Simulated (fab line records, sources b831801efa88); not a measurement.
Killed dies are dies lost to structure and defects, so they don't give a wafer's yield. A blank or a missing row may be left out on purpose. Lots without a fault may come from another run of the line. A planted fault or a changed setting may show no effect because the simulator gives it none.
Chamber matching | flow sfq_line | SFQ_TRILAYER_I7_CMP_CMP_184 on cmp-02: 4 sister chambers
The step polishes SiO2. 4 wafers are shown with their chamber, then 8 later ones without.

WAFERS WITH THEIR CHAMBER
wafer  | chamber | motor_current_A (A)
L587.5 | 2       | 9.4
L591.5 | 3       | 12.7
L595.5 | 0       | 10.3
L598.2 | 1       | 12.9

WAFERS WITHOUT THEIR CHAMBER
wafer  | motor_current_A (A)
L598.5 | 12.5
L598.6 | 10.2
L606.2 | 13.0
L606.4 | 9.4
L606.5 | 9.5
L607.4 | 12.8
L607.2 | 11.8
L607.5 | 9.1

WHICH CHAMBER EACH WENT THROUGH
wafer  | from the rows above          | in truth
L598.5 | can't be placed: 3 or 1      | 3
L598.6 | can't be placed: 0 or 2      | 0
L606.2 | can't be placed: 1 or 3      | 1
L606.4 | 2                            | 2
L606.5 | 2                            | 2
L607.4 | can't be placed: 1 or 3      | 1
L607.2 | can't be placed: 3 or 1 or 0 | 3
L607.5 | 2                            | 2
Placed correctly: 3 of 8. Can't be placed from these rows: 5 (the true chamber is among the candidates in 5). Placed wrongly: 0.
How it was worked out, from the rows above alone: a wafer's distance from a chamber is the root of the sum, over the readings, of the square of ((its reading less the chamber's mean) divided by the reading's scatter). The wafer belongs to the nearest chamber; if the next one is less than 2 further off, it can't be placed. A chamber's mean is the mean of its shown wafers. The scatter: with one shown wafer a chamber, the root of the mean of the squares of how far each hidden wafer lies from its nearest shown one.
